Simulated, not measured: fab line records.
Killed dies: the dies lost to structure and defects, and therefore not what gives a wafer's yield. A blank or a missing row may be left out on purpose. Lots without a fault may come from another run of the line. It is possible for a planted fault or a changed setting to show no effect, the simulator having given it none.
Code-filled problem report in 8D (eight disciplines) form :: flow sky130 :: the parts of the form that need people (team, actions taken, sign-off) are left out

== 1. THE PROBLEM ==
Wafers free of any fault read 0.2247 ohm/sq (standard deviation 0.0024) for VIA4_W_RS at SKY_VIA4_RS_MEAS_19, against a mean of 0.1421 ohm/sq on 4 wafers of 2 lots. That is -34 standard deviations from the usual mean.
The step: measures by four-point-probe.
First observed at day 44 16:58: wafer L764.2, on film_metro-03. Wafers with a number at this step in the record: 30, from 10 lots. Rule for "out", or "out of limits": more than 4 standard deviations from the usual mean. The rest of the wafers with a number are treated as sound.

== 2. WHAT IT IS, WHAT IT ISN'T ==
question: which readings at this step
is: VIA4_W_RS
is not: -

question: which lots
is: L764, L766
is not: L757, L758, L759, L770, L775, L777, L778, L780

question: which wafers of those lots
is: L764.2, L764.6, L766.1, L766.6
is not: L764.1, L766.4

question: read on which gauges
is: film_metro-02, film_metro-03
is not: film_metro-01

question: when
is: from day 44 16:58
is not: up to then (10 sound wafers); but 16 sound wafers of L766, L770, L775, L777, L778, L780 came after

== 3. WHAT RULES OUT EACH SUSPECT ==
Counting: any tool at a process step up to the reading remains a suspect provided it ran every lot that is out. Sound lots after the first of them don't rule it out here, since some wafers of a struck lot are sound.
- the gauge at SKY_VIA4_RS_MEAS_19 has been ruled out. 2 gauges (film_metro-02, film_metro-03) read the wafers that are out.
- cvd_w-02 at SKY_VIA4_CVD_18 (deposits W, target thk 505 nm, time 152.14 s): kept. It processed each lot that is out (first: L764, day 44 16:49); up to then, its last sound lot is L759 (day 43 00:32).
- The sound lot-mates ran in chamber 1 of cvd_w-02 at SKY_VIA4_CVD_18, but the wafers that are out ran in chamber 0.
The count leaves cvd_w-02 at SKY_VIA4_CVD_18.

== 4. THE CAUSE (what the simulator had put in) ==
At SKY_VIA4_CVD_18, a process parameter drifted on cvd_w-02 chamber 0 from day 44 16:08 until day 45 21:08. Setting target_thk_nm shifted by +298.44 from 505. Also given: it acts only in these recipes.
Only this tool survived the counting.

== 5. THE EFFECT CHAIN, in route order ==
Each row: a reading whose mean over the struck wafers that have a number lies more than 3 standard deviations from the usual. Only readings for which the record gives a usual standard deviation are gone through. hours: the time from each lot's start at the first step in this table that gives one to its start at this step, as a median over the lots. sigmas: the change in usual standard deviations.
hours: 0
step: SKY_VIA4_RS_MEAS_19
reading: VIA4_W_RS
usual: 0.2247 ohm/sq
on struck wafers: 0.1421
change: -0.0826
sigmas: -34

hours: 0
step: SKY_VIA4_THK_MEAS_20
reading: VIA4_W_THK
usual: 512 nm
on struck wafers: 809
change: +297
sigmas: +47

hours: 0
step: SKY_VIA4_CMP_21
reading: time_to_endpoint_s
usual: 122 s
on struck wafers: 196
change: +74
sigmas: +16
Here are the process steps it includes:
- SKY_VIA4_CMP_21: polishes, stops on SiO2, t overpolish 25 s, target thk 0 nm.

== 6. HOW IT WOULD HAVE BEEN CAUGHT EARLIER ==
In this record the first reading out of limits at a measuring or inspecting step was taken at day 44 16:58, 1 hour after the fault began at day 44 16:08.
Of the tool readings at SKY_VIA4_CVD_18 for which the record gives a usual standard deviation, none was out on any struck wafer, so an alarm limit of 4 standard deviations on them would not have fired.
Among the 2 lots that are out, L766 began SKY_VIA4_CVD_18 on cvd_w-02 after day 44 16:58. Putting the tool on hold at that point would have spared it.
